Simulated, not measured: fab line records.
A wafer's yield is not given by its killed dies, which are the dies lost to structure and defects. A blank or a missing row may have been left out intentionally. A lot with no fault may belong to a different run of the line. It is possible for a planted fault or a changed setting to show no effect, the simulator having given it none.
A struck lot beside a sound one	flow sky130	17 steps out of a route of 708
Sound: wafers L695.2, L695.4, L695.6. Struck: wafer L706.1; the same lot's L706.2 was not struck, so it is left out; see the end for the cause.
Order at every step that has rows: each side's tool, ch and its chambers, its first start. Under that, the readings that differ: sound wafers	struck wafers	difference of the means	sigmas: that difference in standard deviations of wafers without a fault.
alike: readings whose means differ by less than 2 such deviations, and words and numbers that are the same on both sides. not compared: withheld readings, readings that some wafer has no value for, bounds like >300 that may hide the same value, and numbers for which the record gives no deviation and whose values overlap.
The two part at a step that has a row with sigmas, a row that says differs or no value, or rows on one side only. Numbers that don't overlap but have no deviation are shown without sigmas and don't part them. A reading that every wafer of one side lacks parts them only if that side has two wafers or more.

first, 3 steps without rows for these wafers: SKY_LI_CONTACT_EXPOSE_09 (exposes mask LICM1, target cd 170 nm); SKY_LI_CONTACT_PEB_10; SKY_LI_CONTACT_DEVELOP_11 (develop time 60 s).
SKY_LI_CONTACT_CD_MEAS_12 targets a cd of 170 nm.
  sound on cd_sem-02, day 32 21:56; struck on cd_sem-01, day 36 00:31
  alike: cd_nm
SKY_LI_CONTACT_OVL_MEAS_13:
  sound on overlay-01, day 32 22:02; struck on overlay-02, day 36 00:38
  alike: LI_CONTACT_OVL
SKY_LI_CONTACT_ETCH_14: etches BARC in N2/H2, stops on SiO2, time 45.9 s, target depth 60 nm.
  sound on rie_diel-03 ch 2,3, day 32 22:04; struck on rie_diel-02 ch 3, day 36 00:40
  alike: drypump_motor_current_A, oes_product_au, throttle_valve_pct
  not compared: rf_hours_counter_h
then, 1 step without rows for these wafers: SKY_LI_CONTACT_ETCH_15 (etches PSG in C4F8/O2/Ar, stops on Si, target depth 600 nm).
SKY_LI_CONTACT_STRIP_16: strips in O2/N2.
  sound on plasma_asher-02 ch 0,1, day 32 22:12; struck on plasma_asher-02 ch 0, day 36 00:48
reading	sound	struck	difference	sigmas
oes_product_au (a.u.)	0.383 0.374 0.382	0.368	-0.012	-2
strip_time_to_endpoint_s (s)	3.56 3.53 3.59	3.47	-0.09	-2
  alike: drypump_motor_current_A
  not compared: rf_hours_counter_h
then, 2 steps without rows for these wafers: SKY_LI_CONTACT_CLEAN_17 (cleans in NMP, time 600 s); SKY_LI_CONTACT_PRE_CLEAN_18 (time 5.6 s).
SKY_LI_CONTACT_SPUTTER_19: material Ti, target thk 20 nm, time 106.37 s.
  sound on pvd_sputter-04, day 32 22:29; struck on pvd_sputter-02, day 36 01:05
  alike: throttle_valve_pct
SKY_LI_CONTACT_SPUTTER_20: material TiN, target thk 20 nm, time 80 s.
  sound on pvd_sputter-04, day 32 22:34; struck on pvd_sputter-02, day 36 01:10
  alike: throttle_valve_pct
SKY_LI_CONTACT_CVD_21: deposits W, target thk 400 nm, time 120.56 s.
  sound on cvd_w-02 ch 0,1, day 32 22:38; struck on cvd_w-01 ch 1, day 36 01:14
reading	sound	struck	difference	sigmas
heater_power_w (W)	783 780 789	1102	+318	+3
model.W_of_LI_CONTACT_CVD_21.thk_nm (nm)	398.8 402.9 405.4	424.8	+22.4	
SKY_LI_CONTACT_RS_MEAS_22: measurement is done with a four-point probe.
  sound on film_metro-03, day 32 22:47; struck on film_metro-04, day 36 01:38
reading	sound	struck	difference	sigmas
LI_CONTACT_W_RS (ohm/sq)	0.2858 0.2825 0.2812	0.2674	-0.0158	-6
  not compared: hold
SKY_LI_CONTACT_THK_MEAS_23: measures by xrf.
  sound on film_metro-03, day 32 22:53; struck on film_metro-04, day 36 06:11
reading	sound	struck	difference	sigmas
LI_CONTACT_W_THK (nm)	405 408 414	430	+21	+4
  not compared: hold
SKY_LI_CONTACT_CMP_24: polishes, stops on PSG, t overpolish 20 s, target thk 0 nm.
  sound on cmp-01 ch 0,1,2, day 32 22:59; struck on cmp-02 ch 0, day 36 09:28
reading	sound	struck	difference	sigmas
hold	- - -	await_dispo/3.1h/release	no value on the sound wafers	
  alike: motor_current_A
next, for these wafers, 1 step has no rows: SKY_PAD_OPEN_PROBE_99.

## WHERE THEY PART
Earliest at SKY_LI_CONTACT_STRIP_16; latest, in this record, at SKY_LI_CONTACT_CMP_24.

WHY: the cause the simulator had injected
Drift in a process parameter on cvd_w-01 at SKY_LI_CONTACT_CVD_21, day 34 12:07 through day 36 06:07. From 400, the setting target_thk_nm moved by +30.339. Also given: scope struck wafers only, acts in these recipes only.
